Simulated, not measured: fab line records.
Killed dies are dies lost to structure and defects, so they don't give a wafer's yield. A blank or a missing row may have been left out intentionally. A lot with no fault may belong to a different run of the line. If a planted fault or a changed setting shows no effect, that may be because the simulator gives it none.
fab line records    flow sky130
record: lots: 11  wafers: 33  last_day: 50
route steps=708 shown FIELD_ISO@17 NWELL@34 VT_ADJUST_LVTN@112 PAD_OPEN@708
lots that met no fault: taken from a fault-free run of the same line
start_h: hours from the record's opening day to when the first of the lot's shown wafers began    wait_h: hours from the lot's prior step to this one    " identical to the entry in the row above    L1.1+2: a row that stands for several wafers    - no value present, or no start provided    * or withheld: withheld    < > ~ a bound
route shown NAME@n: NAME is a module with steps in the file, n the number in the route of the first one    usual: the fault-free wafers' mean and standard deviation    same: alike in all rows    chamber/n: place in a boat    sites: each site's reading    _std_site: their standard deviation    _edge_site: outer sites' mean less inner sites'    radius_mm: how far each site lies from the wafer's centre    mask NAME#n: copy n    behind: the most recent tool/chamber to have shaped the wafer    hold: why the lot was held/for how many hours/how that ended    device: whichever transistor did not switch (one of n, p or np)    end of line: tests of these same wafers at the route's end    for a step that has no rows: nothing shown but its recipe    killed: dies that structure and defects cost at the first sort, which is not the same as the wafer's yield    map: a wafer's dies, x killed, . not, _ none there
set.NAME: the run value of the setting; set.NAME@STEP: its run value at that earlier step    model.NAME: the simulator's own value behind a step, which no gauge read
the route's steps for a sample of lots (tables are steps, rows are wafers)
services: when a tool's chamber went out of use (start_h, in hours from the record's first day, below 0 if earlier), for how many hours, and the reason
== steps ==
step: SKY_FIELD_ISO_STRIP_16
recipe: chemistry: O2/N2  power_w: 1400  pressure_mtorr: 1500  platen_temp_c: withheld  o2_flow_sccm: 3000  n2_flow_sccm: 300  overash_fraction: 0.5
usual: drypump_motor_current_A: 5.6/0.52  oes_product_au: 0.376/0.0053  strip_time_to_endpoint_s: 3.52/0.042
lot.wafer  tool             chamber  start_h  wait_h  drypump_motor_current_A  oes_product_au  rf_hours_counter_h  strip_time_to_endpoint_s
L646.1     plasma_asher-04  0        29.80    0.0     6.5                      0.368           35                  3.53
L646.3     "                0        "        "       6.5                      0.371           -                   3.55
L646.5     "                1        "        "       4.7                      0.387           -                   3.51
L647.2     plasma_asher-02  0        33.85    0.0     6.2                      0.381           35                  3.55
L647.3     "                1        "        "       5.2                      0.374           -                   3.58
L647.5     "                0        "        "       6.2                      0.375           -                   3.54
L648.2     plasma_asher-03  0        39.30    0.0     5.8                      0.372           23                  3.45
L648.5     "                1        "        "       5.3                      0.372           -                   3.56
L648.6     "                0        "        "       5.8                      0.373           -                   3.44
L651.2     plasma_asher-04  1        54.65    0.0     4.7                      0.374           37                  3.56
L651.4     "                0        "        "       6.5                      0.380           -                   3.57
L651.5     "                1        "        "       4.7                      0.372           -                   3.58
L653.1     plasma_asher-03  0        65.68    0.0     5.9                      0.378           25                  3.49
L653.3     "                0        "        "       5.8                      0.379           -                   3.50
L653.6     "                0        "        "       5.8                      0.378           -                   3.50
L658.2     plasma_asher-04  0        91.95    0.0     6.5                      0.379           39                  3.50
L658.3     "                1        "        "       4.7                      0.379           -                   3.55
L658.5     "                1        "        "       4.7                      0.374           -                   3.45
L662.3     plasma_asher-02  1        112.27   0.1     5.2                      0.386           -                   3.54
L662.5     "                0        "        "       6.2                      0.368           -                   3.46
L662.6     "                1        "        "       5.2                      0.378           -                   3.57
L665.1     plasma_asher-03  1        129.03   0.0     5.3                      0.373           32                  3.58
L665.2     "                0        "        "       5.8                      0.375           32                  3.48
L665.5     "                0        "        "       5.8                      0.379           -                   3.47
L666.2     plasma_asher-04  0        133.15   0.0     6.5                      0.380           44                  3.53
L666.3     "                0        "        "       6.5                      0.376           -                   3.51
L666.4     "                1        "        "       4.7                      0.379           -                   3.46
L667.1     plasma_asher-02  1        138.98   0.0     5.2                      0.374           47                  3.46
L667.3     "                1        "        "       5.1                      0.378           -                   3.44
L667.5     "                0        "        "       6.2                      0.382           -                   3.54
L669.2     plasma_asher-02  0        147.75   0.0     6.2                      0.373           48                  3.53
L669.4     "                1        "        "       5.2                      0.378           -                   3.50
L669.5     "                0        "        "       6.2                      0.368           -                   3.46
step: SKY_NWELL_THK_MEAS_02
recipe: reads: SiO2_of_NWELL_OXIDATION_01
usual: NWELL_OXIDATION_THK: 10.01/0.18
lot.wafer  tool           chamber  start_h  wait_h  NWELL_OXIDATION_THK[nm]
L646.1     film_metro-02  -        38.62    0.0     10.18
L646.3     "              -        "        "       10.06
L646.5     "              -        "        "       10.09
L647.2     film_metro-02  -        39.86    0.0     9.93
L647.3     "              -        "        "       9.94
L647.5     "              -        "        "       10.09
L648.2     film_metro-03  -        46.42    0.0     10.19
L648.5     "              -        "        "       10.02
L648.6     "              -        "        "       10.33
L651.2     film_metro-01  -        60.32    0.0     10.20
L651.4     "              -        "        "       10.14
L651.5     "              -        "        "       10.14
L653.1     film_metro-01  -        74.39    0.0     9.93
L653.3     "              -        "        "       9.86
L653.6     "              -        "        "       10.00
L658.2     film_metro-02  -        98.75    0.0     10.21
L658.3     "              -        "        "       10.12
L658.5     "              -        "        "       10.25
L662.3     film_metro-02  -        119.24   0.0     10.14
L662.5     "              -        "        "       10.10
L662.6     "              -        "        "       9.95
L665.1     film_metro-03  -        134.64   0.0     10.13
L665.2     "              -        "        "       10.19
L665.5     "              -        "        "       10.19
L666.2     film_metro-02  -        140.89   0.0     10.12
L666.3     "              -        "        "       10.27
L666.4     "              -        "        "       10.14
L667.1     film_metro-01  -        148.03   0.0     9.81
L667.3     "              -        "        "       9.75
L667.5     "              -        "        "       9.91
L669.2     film_metro-03  -        156.42   0.0     10.02
L669.4     "              -        "        "       9.91
L669.5     "              -        "        "       10.04
step: SKY_NWELL_OVL_MEAS_10
usual: NWELL_00_OVL: 0.2/1.6
lot.wafer  tool        chamber  start_h  wait_h  NWELL_00_OVL[nm]
L646.1     overlay-02  -        87.02    -       0.4
L646.3     "           -        "        "       2.5
L646.5     "           -        "        "       0.4
L647.2     overlay-01  -        89.24    -       -2.9
L647.3     "           -        "        "       -2.0
L647.5     "           -        "        "       -1.9
L648.2     overlay-01  -        96.14    -       -0.2
L648.5     "           -        "        "       -0.6
L648.6     "           -        "        "       -0.4
L651.2     overlay-01  -        111.74   -       -0.3
L651.4     "           -        "        "       -1.1
L651.5     "           -        "        "       -1.0
L653.1     overlay-01  -        127.78   -       0.9
L653.3     "           -        "        "       1.6
L653.6     "           -        "        "       -0.7
L658.2     overlay-02  -        156.62   -       1.6
L658.3     "           -        "        "       0.7
L658.5     "           -        "        "       0.6
L662.3     overlay-02  -        180.88   -       -0.2
L662.5     "           -        "        "       -0.3
L662.6     "           -        "        "       -1.0
L665.1     overlay-01  -        199.12   -       -0.8
L665.2     "           -        "        "       0.1
L665.5     "           -        "        "       0.4
L666.2     overlay-01  -        201.79   -       0.0
L666.3     "           -        "        "       0.2
L666.4     "           -        "        "       1.6
L667.1     overlay-02  -        205.87   -       -0.8
L667.3     "           -        "        "       1.1
L667.5     "           -        "        "       0.4
L669.2     overlay-01  -        217.29   -       -0.9
L669.4     "           -        "        "       -0.8
L669.5     "           -        "        "       -0.6
step: SKY_VT_ADJUST_LVTN_EXPOSE_15
recipe: mask_id: HVN_STD_DERIVED  na: 0.6  source_shape: conventional  sigma_outer: 0.6  polarization: unpolarized  target_cd_nm: 600  dose_mj: 163
same: sigma_outer: 0.6
lot.wafer   tool              chamber  start_h  wait_h  mask
L646.1+3+5  iline_stepper-01  0        153.08   -       HVN_STD_DERIVED#0
L647.2+3+5  iline_stepper-01  0        156.45   -       HVN_STD_DERIVED#0
L648.2+5+6  iline_stepper-02  0        163.32   -       HVN_STD_DERIVED#0
L651.2+4+5  iline_stepper-01  0        187.22   -       HVN_STD_DERIVED#0
L653.1+3+6  iline_stepper-01  0        197.25   -       HVN_STD_DERIVED#0
L658.2+3+5  iline_stepper-02  0        234.00   -       HVN_STD_DERIVED#0
L662.3+5+6  iline_stepper-02  0        257.14   -       HVN_STD_DERIVED#0
L665.1+2+5  iline_stepper-02  0        275.70   -       HVN_STD_DERIVED#0
L666.2+3+4  iline_stepper-02  0        279.20   -       HVN_STD_DERIVED#0
L667.1+3+5  iline_stepper-02  0        286.47   -       HVN_STD_DERIVED#0
L669.2+4+5  iline_stepper-02  0        299.22   -       HVN_STD_DERIVED#0
step: SKY_VT_ADJUST_LVTN_OVL_MEAS_18
usual: VT_ADJUST_LVTN_01_OVL: 1.4/1.1
lot.wafer  tool        chamber  start_h  wait_h  hold                      VT_ADJUST_LVTN_01_OVL[nm]
L646.1     overlay-02  -        162.37   0.1     -                         0.3
L646.3     "           -        "        "       -                         1.4
L646.5     "           -        "        "       -                         1.0
L647.2     overlay-01  -        166.68   0.1     -                         2.6
L647.3     "           -        "        "       -                         2.1
L647.5     "           -        "        "       -                         -0.1
L648.2     overlay-02  -        180.19   6.7     -                         2.5
L648.5     "           -        "        "       -                         3.9
L648.6     "           -        "        "       -                         2.0
L651.2     overlay-02  -        198.73   0.1     await_dispo/0.2h/release  247.4
L651.4     "           -        "        "       await_dispo/0.2h/release  247.2
L651.5     "           -        "        "       await_dispo/0.2h/release  246.3
L651.2     overlay-02  -        198.99   0.3     -                         246.0
L651.4     "           -        "        "       -                         245.6
L651.5     "           -        "        "       -                         243.9
L653.1     overlay-01  -        206.58   0.1     await_dispo/0.2h/release  244.8
L653.3     "           -        "        "       await_dispo/0.2h/release  246.8
L653.6     "           -        "        "       await_dispo/0.2h/release  246.0
L653.1     overlay-01  -        206.78   0.2     -                         243.3
L653.3     "           -        "        "       -                         244.7
L653.6     "           -        "        "       -                         243.9
L658.2     overlay-01  -        245.43   0.1     -                         2.1
L658.3     "           -        "        "       -                         2.3
L658.5     "           -        "        "       -                         0.3
L662.3     overlay-02  -        268.68   0.1     -                         1.3
L662.5     "           -        "        "       -                         1.0
L662.6     "           -        "        "       -                         1.1
L665.1     overlay-01  -        288.03   0.1     -                         1.6
L665.2     "           -        "        "       -                         2.5
L665.5     "           -        "        "       -                         1.6
L666.2     overlay-01  -        291.97   0.1     -                         1.2
L666.3     "           -        "        "       -                         -0.6
L666.4     "           -        "        "       -                         -0.1
L667.1     overlay-01  -        298.73   0.1     -                         0.5
L667.3     "           -        "        "       -                         1.7
L667.5     "           -        "        "       -                         3.0
L669.2     overlay-01  -        311.29   0.1     -                         2.5
L669.4     "           -        "        "       -                         3.0
L669.5     "           -        "        "       -                         1.8
step: SKY_PAD_OPEN_PROBE_99
usual: defect_limited_yield: 82.5/1.9  killed_at_M0_to_M3: 43/6.4  killed_at_M4_up: 2.9/1.7  killed_at_contacts: 24/5  killed_at_front_end: 15/4  killed_at_other: 0.4/0.62  killed_dies: 86/9.3  killed_open: 47/6.8  killed_short: 38/5.8  sort_bin_3_pad_short: 0.9/0.42  sort_bin_5_function: 10.3/1.5  sort_bin_6_memory: 6.3/1.1  sort_n_pass: 406/9.3  sort_yield_pct: 82.5/1.9
same: gross_dies: 492  killed_at_back_side: 0  sort_bin_4_leakage[%]: 0  sort_bin_8_speed[%]: 0
lot.wafer  tool       chamber  start_h  wait_h  defect_limited_yield[%]  killed_at_M0_to_M3  killed_at_M4_up  killed_at_contacts  killed_at_front_end  killed_at_other  killed_dies  killed_open  killed_short  sort_bin_3_pad_short[%]  sort_bin_5_function[%]  sort_bin_6_memory[%]  sort_n_pass  sort_yield_pct[%]
L646.1     prober-02  -        1072.64  0.1     81.3                     43                  4                33                  12                   0                92           51           40            0.8                      10.8                    7.1                   400          81.3
L646.3     prober-02  -        1072.74  0.2     80.9                     53                  4                21                  15                   1                94           48           46            0.8                      11.2                    7.1                   398          80.9
L646.5     prober-02  -        1072.84  0.2     79.7                     51                  1                30                  18                   0                100          50           49            0.8                      12.0                    7.5                   392          79.7
L647.2     prober-01  -        1076.14  0.1     85.2                     31                  4                22                  16                   0                73           37           36            0.4                      8.9                     5.5                   419          85.2
L647.3     prober-01  -        1076.19  0.2     86.2                     34                  0                15                  18                   1                68           33           33            1.0                      7.7                     5.1                   424          86.2
L647.5     prober-01  -        1076.29  0.2     81.5                     45                  0                30                  16                   0                91           54           37            0.4                      10.4                    7.7                   401          81.5
L658.2     prober-01  -        1144.85  0.1     81.1                     49                  5                22                  17                   0                93           51           42            1.2                      11.8                    5.9                   399          81.1
L658.3     prober-01  -        1144.90  0.2     83.5                     35                  5                22                  19                   0                81           46           35            1.2                      9.1                     6.1                   411          83.5
L658.5     prober-01  -        1145.00  0.2     83.1                     44                  2                26                  11                   0                83           47           35            0.8                      10.0                    6.1                   409          83.1
L662.3     prober-01  -        1167.07  0.2     83.3                     37                  3                33                  9                    0                82           47           35            0.6                      10.2                    5.9                   410          83.3
L662.5     prober-01  -        1167.17  0.2     85.4                     39                  2                19                  11                   1                72           35           36            0.8                      8.5                     5.3                   420          85.4
L662.6     prober-01  -        1167.22  0.2     82.9                     39                  6                23                  16                   0                84           46           36            1.0                      10.2                    5.9                   408          82.9
L666.2     prober-01  -        1180.45  0.1     80.7                     48                  3                27                  17                   0                95           47           46            1.0                      12.2                    6.1                   397          80.7
L666.3     prober-01  -        1180.50  0.2     81.1                     47                  2                27                  16                   1                93           59           34            0.6                      10.6                    7.7                   399          81.1
L666.4     prober-01  -        1180.55  0.2     77.8                     53                  1                34                  21                   0                109          67           39            0.8                      13.6                    7.7                   383          77.8
L667.1     prober-02  -        1185.49  0.1     87.6                     30                  1                17                  13                   0                61           38           23            0.4                      7.3                     4.7                   431          87.6
L667.3     prober-02  -        1185.59  0.2     84.3                     29                  3                25                  19                   1                77           40           37            1.4                      9.3                     4.9                   415          84.3
L667.5     prober-02  -        1185.69  0.2     80.1                     46                  2                29                  21                   0                98           58           40            0.6                      11.8                    7.5                   394          80.1
killed by level:class
L646.1 LI_CONTACT:geometric_particle:open=10 VIA3:geometric_particle:open=10 CONTACT:geometric_particle:open=9 LI_CONTACT:geometric_particle:short=8 VIA1:geometric_particle:open=8 METAL1:geometric_particle:short=5 CONTACT:geometric_particle:short=4 VIA2:geometric_particle:open=4
L646.3 VIA1:geometric_particle:open=10 VIA2:geometric_particle:open=10 LI_CONTACT:geometric_particle:short=9 VIA3:geometric_particle:open=8 CONTACT:geometric_particle:open=6 VIA3:geometric_particle:short=5 VIA1:geometric_particle:short=5 VIA2:geometric_particle:short=5
L646.5 VIA1:geometric_particle:open=10 METAL1:geometric_particle:short=9 VIA3:geometric_particle:open=9 CONTACT:geometric_particle:open=8 LI_CONTACT:geometric_particle:open=6 VIA2:geometric_particle:open=6 CONTACT:geometric_particle:short=6 LOCAL_INTERCONNECT:geometric_particle:short=5
L647.2 VIA1:geometric_particle:open=8 CONTACT:geometric_particle:open=7 LOCAL_INTERCONNECT:geometric_particle:short=5 POLY_GATE:geometric_particle:short=4 POLY_GATE:geometric_particle:open=4 LI_CONTACT:geometric_particle:open=4 VIA1:geometric_particle:short=4 METAL2:geometric_particle:short=4
L647.3 VIA3:geometric_particle:short=7 CONTACT:geometric_particle:open=6 VIA3:geometric_particle:open=6 FIELD_ISO:geometric_particle:short=5 POLY_GATE:geometric_particle:open=5 VIA1:geometric_particle:open=5 VIA2:geometric_particle:open=5 VIA1:geometric_particle:short=4
L647.5 VIA1:geometric_particle:open=14 CONTACT:geometric_particle:open=10 LI_CONTACT:geometric_particle:open=8 VIA2:geometric_particle:open=7 FIELD_ISO:geometric_particle:short=6 CONTACT:geometric_particle:short=6 VIA1:geometric_particle:short=6 POLY_GATE:geometric_particle:open=4
L658.2 VIA1:geometric_particle:open=13 CONTACT:geometric_particle:open=10 LI_CONTACT:geometric_particle:open=9 METAL1:geometric_particle:short=8 METAL2:geometric_particle:short=8 VIA3:geometric_particle:open=6 POLY_GATE:geometric_particle:short=5 METAL4:geometric_particle:short=5
L658.3 LI_CONTACT:geometric_particle:open=8 CONTACT:geometric_particle:open=8 VIA1:geometric_particle:short=8 FIELD_ISO:geometric_particle:open=6 VIA1:geometric_particle:open=6 POLY_GATE:geometric_particle:open=5 VIA2:geometric_particle:open=5 FIELD_ISO:geometric_particle:short=4
L658.5 VIA1:geometric_particle:open=10 CONTACT:geometric_particle:open=9 LI_CONTACT:geometric_particle:open=7 VIA2:geometric_particle:open=7 METAL2:geometric_particle:short=5 VIA3:geometric_particle:open=5 CONTACT:geometric_particle:short=4 VIA2:geometric_particle:short=4
L662.3 CONTACT:geometric_particle:open=16 CONTACT:geometric_particle:short=7 VIA1:geometric_particle:open=7 VIA1:geometric_particle:short=6 METAL2:geometric_particle:short=6 VIA3:geometric_particle:open=6 LI_CONTACT:geometric_particle:open=5 METAL1:geometric_particle:short=4
L662.5 VIA3:geometric_particle:open=9 CONTACT:geometric_particle:open=6 FIELD_ISO:geometric_particle:open=5 METAL2:geometric_particle:short=5 LI_CONTACT:geometric_particle:open=4 CONTACT:geometric_particle:short=4 METAL1:geometric_particle:short=4 VIA2:geometric_particle:short=4
L662.6 CONTACT:geometric_particle:open=11 VIA1:geometric_particle:open=10 POLY_GATE:geometric_particle:short=6 LI_CONTACT:geometric_particle:open=6 VIA3:geometric_particle:open=6 METAL1:geometric_particle:short=5 CONTACT:geometric_particle:short=4 VIA1:geometric_particle:short=4
L666.2 VIA1:geometric_particle:open=17 VIA1:geometric_particle:short=10 LI_CONTACT:geometric_particle:open=9 FIELD_ISO:geometric_particle:short=7 CONTACT:geometric_particle:open=6 METAL1:geometric_particle:short=5 METAL3:geometric_particle:short=4 LOCAL_INTERCONNECT:geometric_particle:short=4
L666.3 VIA1:geometric_particle:open=16 CONTACT:geometric_particle:open=11 LI_CONTACT:geometric_particle:open=10 FIELD_ISO:geometric_particle:short=7 VIA2:geometric_particle:open=7 VIA1:geometric_particle:short=5 VIA3:geometric_particle:open=5 METAL1:geometric_particle:short=4
L666.4 VIA1:geometric_particle:open=16 LI_CONTACT:geometric_particle:open=14 VIA2:geometric_particle:open=9 VIA3:geometric_particle:open=9 CONTACT:geometric_particle:open=7 FIELD_ISO:geometric_particle:short=6 METAL2:geometric_particle:short=6 FIELD_ISO:geometric_particle:open=5
L667.1 CONTACT:geometric_particle:open=8 VIA1:geometric_particle:open=6 VIA2:geometric_particle:open=6 VIA3:geometric_particle:open=5 FIELD_ISO:geometric_particle:short=4 LOCAL_INTERCONNECT:geometric_particle:short=4 FIELD_ISO:geometric_particle:open=3 METAL1:geometric_particle:short=3
L667.3 CONTACT:geometric_particle:open=12 VIA1:geometric_particle:open=7 CONTACT:geometric_particle:short=5 LI_CONTACT:geometric_particle:open=4 METAL1:geometric_particle:short=4 VIA3:geometric_particle:open=4 FIELD_ISO:geometric_particle:short=3 FIELD_ISO:geometric_particle:open=3
L667.5 VIA1:geometric_particle:open=14 CONTACT:geometric_particle:open=11 VIA1:geometric_particle:short=7 VIA2:geometric_particle:open=7 FIELD_ISO:geometric_particle:short=6 CONTACT:geometric_particle:short=6 FIELD_ISO:geometric_particle:open=5 VIA3:geometric_particle:open=5
== services ==
tool              chamber  start_h  hours  kind
iline_stepper-01  0        37.73    -      calibration
iline_stepper-02  -        46.45    1.7    pm
plasma_asher-02   -        54.48    2.1    repair
plasma_asher-04   -        54.83    14.6   pm
iline_stepper-02  0        94.12    -      calibration
iline_stepper-02  -        110.60   1.6    repair
iline_stepper-02  -        148.95   8.9    pm
plasma_asher-04   -        211.23   2.8    repair
plasma_asher-03   -        217.19   3.3    repair
iline_stepper-01  -        219.38   1.7    pm
plasma_asher-02   -        228.84   0.3    repair
iline_stepper-01  0        244.62   -      calibration
iline_stepper-02  -        264.63   1.7    pm
== key ==
first_sign: step: SKY_VT_ADJUST_LVTN_OVL_MEAS_18  reading: visit  direction: added
effect: step: SKY_VT_ADJUST_LVTN_OVL_MEAS_18  reading: VT_ADJUST_LVTN_01_OVL  direction: up  sigmas: 99+  usual: 1.4  struck: 246.4
met_at SKY_VT_ADJUST_LVTN_EXPOSE_15
struck_lots L651,L653
scrapped_behind SKY_VT_ADJUST_LVTN_OVL_MEAS_18 L651.2,L651.4,L651.5,L653.1,L653.3,L653.6
not_acting_at SKY_FIELD_ISO_STRIP_16,SKY_NWELL_THK_MEAS_02,SKY_NWELL_OVL_MEAS_10
onset_between 156.45 187.22
fault: kind: scanner_matching_overlay  tool: iline_stepper-01  chamber: -  onset_h: 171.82  steps: SKY_VT_ADJUST_LVTN_EXPOSE_15  offset: 244.72
